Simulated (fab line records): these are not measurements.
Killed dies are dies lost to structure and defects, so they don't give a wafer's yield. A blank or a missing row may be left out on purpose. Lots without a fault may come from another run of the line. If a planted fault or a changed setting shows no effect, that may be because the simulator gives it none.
fab line records / flow sky130
[record] lots = 6 wafers = 18 lastDay = 50
route steps=708 shown RES_XHIGH@334 SD_N@342 PAD_OPEN@708
lots untouched by any fault: they come from a run of this same line in which no faults occurred
startH: the number of hours between the record's first day and the start of the first shown wafer of the lot / waitH: hours elapsed since this lot's preceding step / " same as the row above / L1.1+2: one row covering several wafers at once / - no value present, or no start provided / * or withheld: withheld / < > ~ a bound
route shown NAME@n: a module of which the file shows steps, and the number in the route of the first / usual: mean/standard deviation of fault-free wafers / same: alike in all rows / chamber/n: place in a boat / sites: each site's reading / _std_site: their standard deviation / _edge_site: outer sites' mean less inner sites' / radiusMm: how far each site lies from the wafer's centre / mask NAME#n: copy n / behind: the most recent tool/chamber to have shaped the wafer / hold: the reason the lot was held/the length of the hold in hours/how it ended / device: transistor that didn't switch, given as n, p or np / end of line: tests run on the same wafers once the route is complete / step lacking rows: just its recipe / killed: the dies lost at the first sort to structure and to defects; this is not the yield of the wafer / map: per-die view of a wafer (x killed, . not killed, _ where there is no die)
set.NAME: the run value of the setting; set.NAME@STEP: its run value at that earlier step / model.NAME: the simulator's own value behind a step, which no gauge read
a table for each step, a row for each wafer; lots at some steps of the route
services: when a tool's chamber went out of use (startH, in hours from the record's first day, below 0 if earlier), for how many hours, and the reason
[[steps]]
[step SKY_RES_XHIGH_COAT_02]
[recipe] resist = NOVOLAK spinRpm = 3000 resistThkNm = 1140
[step SKY_RES_XHIGH_SOFTBAKE_03]
[recipe] tempC = 90 timeS = 60 resist = NOVOLAK
[step SKY_RES_XHIGH_EXPOSE_04]
[recipe] maskId = URPM na = 0.6 sourceShape = conventional sigmaOuter = 0.6 polarization = unpolarized targetCdNm = 1270 doseMj = 140
[step SKY_RES_XHIGH_PEB_05]
[recipe] tempC = withheld timeS = * resist = NOVOLAK
[step SKY_RES_XHIGH_DEVELOP_06]
[recipe] resist = NOVOLAK developer = TMAH developTimeS = 60 devTempC = 23
[step SKY_RES_XHIGH_IMPLANT_07]
[recipe] species = BF2 energyKev = 19.86 doseCm2 = 3.6e+14 tiltDeg = 0
[step SKY_RES_XHIGH_STRIP_08]
[recipe] chemistry = O2/N2 powerW = 1400 pressureMtorr = 1500 platenTempC = withheld o2FlowSccm = 3000 n2FlowSccm = 300 overashFraction = 0.5
[usual] drypumpMotorCurrentA = 5.96/0.27 n2FlowSccm = 300.0/0.81 oesProductAu = 0.711/0.0051 stripTimeToEndpointS = 14.29/0.044
lot.wafer=L528.3 tool=plasmaAsher-02 chamber=0 startH=629.21 waitH=0.1 drypumpMotorCurrentA=5.60 n2FlowSccm=299.5 oesProductAu=0.719 rfHoursCounterH=- stripTimeToEndpointS=14.30
lot.wafer=L528.4 tool=plasmaAsher-02 chamber=1 startH=629.21 waitH=0.1 drypumpMotorCurrentA=5.76 n2FlowSccm=299.8 oesProductAu=0.707 rfHoursCounterH=- stripTimeToEndpointS=14.26
lot.wafer=L528.5 tool=plasmaAsher-02 chamber=0 startH=629.21 waitH=0.1 drypumpMotorCurrentA=5.60 n2FlowSccm=299.4 oesProductAu=0.718 rfHoursCounterH=- stripTimeToEndpointS=14.30
lot.wafer=L529.1 tool=plasmaAsher-04 chamber=0 startH=642.84 waitH=0.1 drypumpMotorCurrentA=6.20 n2FlowSccm=301.1 oesProductAu=0.707 rfHoursCounterH=21 stripTimeToEndpointS=14.31
lot.wafer=L529.3 tool=plasmaAsher-04 chamber=0 startH=642.84 waitH=0.1 drypumpMotorCurrentA=6.22 n2FlowSccm=299.1 oesProductAu=0.712 rfHoursCounterH=- stripTimeToEndpointS=14.28
lot.wafer=L529.5 tool=plasmaAsher-04 chamber=1 startH=642.84 waitH=0.1 drypumpMotorCurrentA=5.98 n2FlowSccm=300.3 oesProductAu=0.707 rfHoursCounterH=- stripTimeToEndpointS=14.32
lot.wafer=L538.2 tool=plasmaAsher-02 chamber=1 startH=723.03 waitH=0.1 drypumpMotorCurrentA=5.70 n2FlowSccm=300.5 oesProductAu=0.716 rfHoursCounterH=59 stripTimeToEndpointS=14.29
lot.wafer=L538.3 tool=plasmaAsher-02 chamber=0 startH=723.03 waitH=0.1 drypumpMotorCurrentA=5.59 n2FlowSccm=301.1 oesProductAu=0.712 rfHoursCounterH=- stripTimeToEndpointS=14.31
lot.wafer=L538.6 tool=plasmaAsher-02 chamber=0 startH=723.03 waitH=0.1 drypumpMotorCurrentA=5.61 n2FlowSccm=299.4 oesProductAu=0.712 rfHoursCounterH=- stripTimeToEndpointS=14.32
lot.wafer=L539.1 tool=plasmaAsher-02 chamber=1 startH=731.13 waitH=0.1 drypumpMotorCurrentA=5.73 n2FlowSccm=299.4 oesProductAu=0.706 rfHoursCounterH=60 stripTimeToEndpointS=14.32
lot.wafer=L539.2 tool=plasmaAsher-02 chamber=0 startH=731.13 waitH=0.1 drypumpMotorCurrentA=5.56 n2FlowSccm=300.1 oesProductAu=0.703 rfHoursCounterH=60 stripTimeToEndpointS=14.34
lot.wafer=L539.3 tool=plasmaAsher-02 chamber=1 startH=731.13 waitH=0.1 drypumpMotorCurrentA=5.71 n2FlowSccm=299.8 oesProductAu=0.711 rfHoursCounterH=- stripTimeToEndpointS=14.32
lot.wafer=L540.1 tool=plasmaAsher-02 chamber=0 startH=739.53 waitH=0.1 drypumpMotorCurrentA=5.59 n2FlowSccm=301.8 oesProductAu=0.709 rfHoursCounterH=61 stripTimeToEndpointS=14.27
lot.wafer=L540.2 tool=plasmaAsher-02 chamber=1 startH=739.53 waitH=0.1 drypumpMotorCurrentA=5.73 n2FlowSccm=300.8 oesProductAu=0.714 rfHoursCounterH=61 stripTimeToEndpointS=14.25
lot.wafer=L540.3 tool=plasmaAsher-02 chamber=1 startH=739.53 waitH=0.1 drypumpMotorCurrentA=5.72 n2FlowSccm=300.9 oesProductAu=0.707 rfHoursCounterH=- stripTimeToEndpointS=14.29
lot.wafer=L548.1 tool=plasmaAsher-02 chamber=0 startH=798.53 waitH=0.1 drypumpMotorCurrentA=5.59 n2FlowSccm=301.3 oesProductAu=0.715 rfHoursCounterH=67 stripTimeToEndpointS=14.16
lot.wafer=L548.5 tool=plasmaAsher-02 chamber=0 startH=798.53 waitH=0.1 drypumpMotorCurrentA=5.60 n2FlowSccm=300.9 oesProductAu=0.708 rfHoursCounterH=- stripTimeToEndpointS=14.25
lot.wafer=L548.6 tool=plasmaAsher-02 chamber=1 startH=798.53 waitH=0.1 drypumpMotorCurrentA=5.67 n2FlowSccm=301.2 oesProductAu=0.710 rfHoursCounterH=- stripTimeToEndpointS=14.22
[step SKY_RES_XHIGH_TW_MEAS_09]
[usual] RES_XHIGH_TW = 1659/15
lot.wafer=L528.3 tool=filmMetro-02 chamber=- startH=629.30 waitH=0.1 RES_XHIGH_TW=1674
lot.wafer=L528.4 tool=filmMetro-02 chamber=- startH=629.30 waitH=0.1 RES_XHIGH_TW=1676
lot.wafer=L528.5 tool=filmMetro-02 chamber=- startH=629.30 waitH=0.1 RES_XHIGH_TW=1673
lot.wafer=L529.1 tool=filmMetro-01 chamber=- startH=642.94 waitH=0.1 RES_XHIGH_TW=1658
lot.wafer=L529.3 tool=filmMetro-01 chamber=- startH=642.94 waitH=0.1 RES_XHIGH_TW=1674
lot.wafer=L529.5 tool=filmMetro-01 chamber=- startH=642.94 waitH=0.1 RES_XHIGH_TW=1668
lot.wafer=L538.2 tool=filmMetro-01 chamber=- startH=723.14 waitH=0.1 RES_XHIGH_TW=1662
lot.wafer=L538.3 tool=filmMetro-01 chamber=- startH=723.14 waitH=0.1 RES_XHIGH_TW=1650
lot.wafer=L538.6 tool=filmMetro-01 chamber=- startH=723.14 waitH=0.1 RES_XHIGH_TW=1657
lot.wafer=L539.1 tool=filmMetro-01 chamber=- startH=731.23 waitH=0.1 RES_XHIGH_TW=1659
lot.wafer=L539.2 tool=filmMetro-01 chamber=- startH=731.23 waitH=0.1 RES_XHIGH_TW=1662
lot.wafer=L539.3 tool=filmMetro-01 chamber=- startH=731.23 waitH=0.1 RES_XHIGH_TW=1662
lot.wafer=L540.1 tool=filmMetro-01 chamber=- startH=739.63 waitH=0.1 RES_XHIGH_TW=1662
lot.wafer=L540.2 tool=filmMetro-01 chamber=- startH=739.63 waitH=0.1 RES_XHIGH_TW=1662
lot.wafer=L540.3 tool=filmMetro-01 chamber=- startH=739.63 waitH=0.1 RES_XHIGH_TW=1669
lot.wafer=L548.1 tool=filmMetro-03 chamber=- startH=798.63 waitH=0.1 RES_XHIGH_TW=1643
lot.wafer=L548.5 tool=filmMetro-03 chamber=- startH=798.63 waitH=0.1 RES_XHIGH_TW=1636
lot.wafer=L548.6 tool=filmMetro-03 chamber=- startH=798.63 waitH=0.1 RES_XHIGH_TW=1637
[step SKY_SD_N_DEHYDRATE_00]
[recipe] tempC = 200 timeS = 60
[step SKY_SD_N_HMDS_01]
[recipe] primeTimeS = 60 primeTempC = 120
[step SKY_SD_N_COAT_02]
[recipe] resist = NOVOLAK spinRpm = 3000 resistThkNm = 1140
[step SKY_SD_N_SOFTBAKE_03]
[recipe] tempC = 90 timeS = 60 resist = NOVOLAK
[step SKY_SD_N_EXPOSE_04]
[recipe] maskId = NSDM na = 0.6 sourceShape = conventional sigmaOuter = 0.6 polarization = unpolarized targetCdNm = 380 doseMj = 141
lot.wafer=L528.3+4+5 tool=ilineStepper-02 chamber=0 startH=643.63 waitH=- mask=NSDM#0 model.SD_N.overlayXNm=1.334
lot.wafer=L529.1+3+5 tool=ilineStepper-01 chamber=0 startH=657.51 waitH=- mask=NSDM#0 model.SD_N.overlayXNm=1.116
lot.wafer=L538.2+3+6 tool=ilineStepper-02 chamber=0 startH=737.11 waitH=- mask=NSDM#0 model.SD_N.overlayXNm=312.7
lot.wafer=L539.1+2+3 tool=ilineStepper-01 chamber=0 startH=745.15 waitH=- mask=NSDM#0 model.SD_N.overlayXNm=1.009
lot.wafer=L540.1+2+3 tool=ilineStepper-02 chamber=0 startH=753.90 waitH=- mask=NSDM#0 model.SD_N.overlayXNm=312.9
lot.wafer=L548.1+5+6 tool=ilineStepper-01 chamber=0 startH=811.50 waitH=- mask=NSDM#0 model.SD_N.overlayXNm=0.7052
[step SKY_SD_N_PEB_05]
[recipe] tempC = withheld timeS = * resist = NOVOLAK
[step SKY_SD_N_DEVELOP_06]
[recipe] resist = NOVOLAK developer = TMAH developTimeS = 60 devTempC = 23
[step SKY_SD_N_CD_MEAS_07]
[recipe] targetCdNm = 380
[usual] cdNm = 379.8/2.2
lot.wafer=L528.3 tool=cdSem-01 chamber=- startH=658.33 waitH=0.1 cdNm=378.5
lot.wafer=L528.4 tool=cdSem-01 chamber=- startH=658.33 waitH=0.1 cdNm=380.5
lot.wafer=L528.5 tool=cdSem-01 chamber=- startH=658.33 waitH=0.1 cdNm=377.7
lot.wafer=L529.1 tool=cdSem-02 chamber=- startH=671.34 waitH=0.1 cdNm=381.8
lot.wafer=L529.3 tool=cdSem-02 chamber=- startH=671.34 waitH=0.1 cdNm=378.8
lot.wafer=L529.5 tool=cdSem-02 chamber=- startH=671.34 waitH=0.1 cdNm=382.2
lot.wafer=L538.2 tool=cdSem-01 chamber=- startH=750.85 waitH=0.1 cdNm=379.8
lot.wafer=L538.3 tool=cdSem-01 chamber=- startH=750.85 waitH=0.1 cdNm=379.3
lot.wafer=L538.6 tool=cdSem-01 chamber=- startH=750.85 waitH=0.1 cdNm=378.3
lot.wafer=L539.1 tool=cdSem-02 chamber=- startH=759.38 waitH=0.1 cdNm=376.0
lot.wafer=L539.2 tool=cdSem-02 chamber=- startH=759.38 waitH=0.1 cdNm=377.1
lot.wafer=L539.3 tool=cdSem-02 chamber=- startH=759.38 waitH=0.1 cdNm=378.5
lot.wafer=L540.1 tool=cdSem-01 chamber=- startH=767.33 waitH=0.1 cdNm=378.6
lot.wafer=L540.2 tool=cdSem-01 chamber=- startH=767.33 waitH=0.1 cdNm=379.7
lot.wafer=L540.3 tool=cdSem-01 chamber=- startH=767.33 waitH=0.1 cdNm=379.9
lot.wafer=L548.1 tool=cdSem-01 chamber=- startH=824.98 waitH=0.1 cdNm=379.6
lot.wafer=L548.5 tool=cdSem-01 chamber=- startH=824.98 waitH=0.1 cdNm=379.9
lot.wafer=L548.6 tool=cdSem-01 chamber=- startH=824.98 waitH=0.1 cdNm=379.8
[step SKY_SD_N_OVL_MEAS_08]
[usual] SD_N_OVL = -0.1/1.5
lot.wafer=L528.3 tool=overlay-02 chamber=- startH=658.42 waitH=0.1 SD_N_OVL[nm]=0.8
lot.wafer=L528.4 tool=overlay-02 chamber=- startH=658.42 waitH=0.1 SD_N_OVL[nm]=-0.1
lot.wafer=L528.5 tool=overlay-02 chamber=- startH=658.42 waitH=0.1 SD_N_OVL[nm]=-0.3
lot.wafer=L529.1 tool=overlay-02 chamber=- startH=671.46 waitH=0.1 SD_N_OVL[nm]=0.2
lot.wafer=L529.3 tool=overlay-02 chamber=- startH=671.46 waitH=0.1 SD_N_OVL[nm]=1.9
lot.wafer=L529.5 tool=overlay-02 chamber=- startH=671.46 waitH=0.1 SD_N_OVL[nm]=0.5
lot.wafer=L538.2 tool=overlay-01 chamber=- startH=750.96 waitH=0.1 SD_N_OVL[nm]=310.9
lot.wafer=L538.3 tool=overlay-01 chamber=- startH=750.96 waitH=0.1 SD_N_OVL[nm]=311.3
lot.wafer=L538.6 tool=overlay-01 chamber=- startH=750.96 waitH=0.1 SD_N_OVL[nm]=312.8
lot.wafer=L539.1 tool=overlay-01 chamber=- startH=759.50 waitH=0.1 SD_N_OVL[nm]=4.0
lot.wafer=L539.2 tool=overlay-01 chamber=- startH=759.50 waitH=0.1 SD_N_OVL[nm]=1.1
lot.wafer=L539.3 tool=overlay-01 chamber=- startH=759.50 waitH=0.1 SD_N_OVL[nm]=3.0
lot.wafer=L540.1 tool=overlay-01 chamber=- startH=767.45 waitH=0.1 SD_N_OVL[nm]=312.2
lot.wafer=L540.2 tool=overlay-01 chamber=- startH=767.45 waitH=0.1 SD_N_OVL[nm]=312.8
lot.wafer=L540.3 tool=overlay-01 chamber=- startH=767.45 waitH=0.1 SD_N_OVL[nm]=314.1
lot.wafer=L548.1 tool=overlay-02 chamber=- startH=825.10 waitH=0.1 SD_N_OVL[nm]=-1.8
lot.wafer=L548.5 tool=overlay-02 chamber=- startH=825.10 waitH=0.1 SD_N_OVL[nm]=-1.0
lot.wafer=L548.6 tool=overlay-02 chamber=- startH=825.10 waitH=0.1 SD_N_OVL[nm]=-0.3
[step SKY_SD_N_IMPLANT_09]
[recipe] species = As energyKev = 50 doseCm2 = 4e+15 tiltDeg = 0
[step SKY_PAD_OPEN_PROBE_99]
[usual] killed_at_M0_to_M3 = 44/7 killed_at_M4_up = 3.2/2 killedAtContacts = 25/5.3 killedAtFrontEnd = 15/4.3 killedAtOther = 0.3/0.54 killedDies = 86/8.7 killedOnRim = 17/3.6 killedOpen = 47/6.4 killedShort = 39/5.6
[same] grossDies = 492 killedAtBackSide = 0
lot.wafer=L538.2 tool=prober-01 chamber=- startH=1146.51 waitH=0.1 killed_at_M0_to_M3=38 killed_at_M4_up=0 killedAtContacts=31 killedAtFrontEnd=423 killedAtOther=0 killedDies=492 killedOnRim=96 killedOpen=52 killedShort=34
lot.wafer=L538.3 tool=prober-01 chamber=- startH=1146.56 waitH=0.2 killed_at_M0_to_M3=51 killed_at_M4_up=1 killedAtContacts=20 killedAtFrontEnd=419 killedAtOther=1 killedDies=492 killedOnRim=96 killedOpen=52 killedShort=33
lot.wafer=L538.6 tool=prober-01 chamber=- startH=1146.71 waitH=0.2 killed_at_M0_to_M3=44 killed_at_M4_up=3 killedAtContacts=41 killedAtFrontEnd=404 killedAtOther=0 killedDies=492 killedOnRim=96 killedOpen=59 killedShort=41
lot.wafer=L539.1 tool=prober-02 chamber=- startH=1149.99 waitH=0.1 killed_at_M0_to_M3=46 killed_at_M4_up=6 killedAtContacts=30 killedAtFrontEnd=10 killedAtOther=0 killedDies=92 killedOnRim=16 killedOpen=50 killedShort=41
lot.wafer=L539.2 tool=prober-02 chamber=- startH=1150.04 waitH=0.1 killed_at_M0_to_M3=32 killed_at_M4_up=7 killedAtContacts=18 killedAtFrontEnd=19 killedAtOther=1 killedDies=77 killedOnRim=17 killedOpen=44 killedShort=31
lot.wafer=L539.3 tool=prober-02 chamber=- startH=1150.09 waitH=0.2 killed_at_M0_to_M3=37 killed_at_M4_up=0 killedAtContacts=26 killedAtFrontEnd=13 killedAtOther=2 killedDies=78 killedOnRim=12 killedOpen=44 killedShort=34
lot.wafer=L540.1 tool=prober-01 chamber=- startH=1157.01 waitH=0.1 killed_at_M0_to_M3=48 killed_at_M4_up=1 killedAtContacts=27 killedAtFrontEnd=416 killedAtOther=0 killedDies=492 killedOnRim=96 killedOpen=55 killedShort=36
lot.wafer=L540.2 tool=prober-01 chamber=- startH=1157.06 waitH=0.1 killed_at_M0_to_M3=44 killed_at_M4_up=6 killedAtContacts=24 killedAtFrontEnd=418 killedAtOther=0 killedDies=492 killedOnRim=96 killedOpen=49 killedShort=38
lot.wafer=L540.3 tool=prober-01 chamber=- startH=1157.11 waitH=0.2 killed_at_M0_to_M3=55 killed_at_M4_up=3 killedAtContacts=27 killedAtFrontEnd=407 killedAtOther=0 killedDies=492 killedOnRim=96 killedOpen=60 killedShort=45
// killed by level:class
L538.2 SD_N:overlay=406 LI_CONTACT:geometricParticle:open=9 VIA2:geometricParticle:open=8 CONTACT:geometricParticle:open=8 VIA1:geometricParticle:open=8 LOCAL_INTERCONNECT:geometricParticle:short=6 METAL2:geometricParticle:short=6 POLY_GATE:geometricParticle:open=5
L538.3 SD_N:overlay=407 VIA1:geometricParticle:open=14 METAL2:geometricParticle:short=7 VIA2:geometricParticle:open=7 CONTACT:geometricParticle:open=6 FIELD_ISO:geometricParticle:open=5 CONTACT:geometricParticle:short=5 LI_CONTACT:geometricParticle:open=4
L538.6 SD_N:overlay=391 CONTACT:geometricParticle:open=18 VIA1:geometricParticle:open=11 CONTACT:geometricParticle:short=9 VIA2:geometricParticle:open=8 LI_CONTACT:geometricParticle:open=7 METAL2:geometricParticle:short=7 VIA3:geometricParticle:open=5
L539.1 CONTACT:geometricParticle:open=14 VIA1:geometricParticle:open=10 LI_CONTACT:geometricParticle:open=7 METAL1:geometricParticle:short=7 POLY_GATE:geometricParticle:short=6 VIA2:geometricParticle:open=6 VIA3:geometricParticle:open=5 LOCAL_INTERCONNECT:geometricParticle:short=4
L539.2 VIA1:geometricParticle:open=10 CONTACT:geometricParticle:open=8 FIELD_ISO:geometricParticle:short=5 POLY_GATE:geometricParticle:short=5 LI_CONTACT:geometricParticle:open=5 METAL1:geometricParticle:short=5 FIELD_ISO:geometricParticle:open=3 POLY_GATE:geometricParticle:open=3
L539.3 METAL1:geometricParticle:short=10 CONTACT:geometricParticle:open=10 LI_CONTACT:geometricParticle:open=9 VIA1:geometricParticle:open=7 VIA2:geometricParticle:open=5 FIELD_ISO:geometricParticle:short=3 FIELD_ISO:geometricParticle:open=3 POLY_GATE:geometricParticle:short=3
L540.1 SD_N:overlay=401 VIA1:geometricParticle:open=12 CONTACT:geometricParticle:open=10 VIA2:geometricParticle:open=10 LI_CONTACT:geometricParticle:open=8 CONTACT:geometricParticle:short=7 VIA3:geometricParticle:open=7 FIELD_ISO:geometricParticle:short=5
L540.2 SD_N:overlay=405 VIA1:geometricParticle:open=12 VIA2:geometricParticle:open=9 CONTACT:geometricParticle:open=7 VIA3:geometricParticle:open=6 FIELD_ISO:geometricParticle:short=5 METAL1:geometricParticle:short=5 LI_CONTACT:geometricParticle:open=5
L540.3 SD_N:overlay=386 VIA1:geometricParticle:open=12 CONTACT:geometricParticle:open=12 LI_CONTACT:geometricParticle:open=7 VIA3:geometricParticle:open=7 VIA3:geometricParticle:short=7 POLY_GATE:geometricParticle:open=6 METAL1:geometricParticle:short=6
// map L538.2 (x killed, . not)
__________xxxxxxxxxx_________
________xxxxxxxxxxxxxx_______
______xxxxxxxxxxxxxxxxxx_____
_____xxxxxxxxxxxxxxxxxxxx____
____xxxxxxxxxxxxxxxxxxxxxx___
___xxxxxxxxxxxxxxxxxxxxxxxx__
__xxxxxxxxxxxxxxxxxxxxxxxxxx_
_xxxxxxxxxxxxxxxxxxxxxxxxxxxx
_xxxxxxxxxxxxxxxxxxxxxxxxxxxx
_xxxxxxxxxxxxxxxxxxxxxxxxxxxx
_xxxxxxxxxxxxxxxxxxxxxxxxxxxx
_xxxxxxxxxxxxxxxxxxxxxxxxxxxx
_xxxxxxxxxxxxxxxxxxxxxxxxxxxx
_xxxxxxxxxxxxxxxxxxxxxxxxxxxx
_xxxxxxxxxxxxxxxxxxxxxxxxxxxx
__xxxxxxxxxxxxxxxxxxxxxxxxxx_
___xxxxxxxxxxxxxxxxxxxxxxxx__
____xxxxxxxxxxxxxxxxxxxxxx___
_____xxxxxxxxxxxxxxxxxxxx____
______xxxxxxxxxxxxxxxxxx_____
________xxxxxxxxxxxxxx_______
__________xxxxxxxxxx_________
// map L540.1 (x killed, . not)
__________xxxxxxxxxx_________
________xxxxxxxxxxxxxx_______
______xxxxxxxxxxxxxxxxxx_____
_____xxxxxxxxxxxxxxxxxxxx____
____xxxxxxxxxxxxxxxxxxxxxx___
___xxxxxxxxxxxxxxxxxxxxxxxx__
__xxxxxxxxxxxxxxxxxxxxxxxxxx_
_xxxxxxxxxxxxxxxxxxxxxxxxxxxx
_xxxxxxxxxxxxxxxxxxxxxxxxxxxx
_xxxxxxxxxxxxxxxxxxxxxxxxxxxx
_xxxxxxxxxxxxxxxxxxxxxxxxxxxx
_xxxxxxxxxxxxxxxxxxxxxxxxxxxx
_xxxxxxxxxxxxxxxxxxxxxxxxxxxx
_xxxxxxxxxxxxxxxxxxxxxxxxxxxx
_xxxxxxxxxxxxxxxxxxxxxxxxxxxx
__xxxxxxxxxxxxxxxxxxxxxxxxxx_
___xxxxxxxxxxxxxxxxxxxxxxxx__
____xxxxxxxxxxxxxxxxxxxxxx___
_____xxxxxxxxxxxxxxxxxxxx____
______xxxxxxxxxxxxxxxxxx_____
________xxxxxxxxxxxxxx_______
__________xxxxxxxxxx_________
[[services]]
tool=plasmaAsher-02 chamber=- startH=621.73 hours=4.0 kind=pm
tool=ilineStepper-02 chamber=- startH=627.00 hours=4.4 kind=pm
tool=ilineStepper-01 chamber=0 startH=654.89 hours=- kind=calibration
tool=plasmaAsher-02 chamber=- startH=714.91 hours=1.2 kind=repair
tool=ilineStepper-02 chamber=- startH=721.05 hours=1.7 kind=pm
tool=ilineStepper-01 chamber=- startH=723.64 hours=1.7 kind=pm
tool=ilineStepper-02 chamber=0 startH=800.17 hours=- kind=calibration
[[key]]
[firstSign] step = SKY_SD_N_OVL_MEAS_08 reading = SD_N_OVL direction = up sigmas = 99+ usual = -0.1 struck = 312.4
[effect] step = SKY_PAD_OPEN_PROBE_99 reading = killedAtFrontEnd direction = up sigmas = 93 usual = 15 struck = 414
[modelEffect] step = SKY_SD_N_EXPOSE_04 value = SD_N.overlayXNm without = -0.243 struck = 312.8
[moreKillsBornAt] SKY_SD_N_EXPOSE_04@ilineStepper-02 = 2396
metAt SKY_SD_N_EXPOSE_04
struckWafers L538.2,L538.3,L538.6,L540.1,L540.2,L540.3
testerLeftOut L538,L540
onsetBetween 643.63 737.11
[fault] kind = scannerMatchingOverlay tool = ilineStepper-02 chamber = - onsetH = 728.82 steps = SKY_SD_N_EXPOSE_04 offset = 313.04
// testerLeftOut: of these lots the tester's yield and bins aren't shown, on N5 and GAA mostly nor the transistor test; their killed dies are dies lost to structure and defects alone, not to doping, threshold or leakage, so they don't give the yield
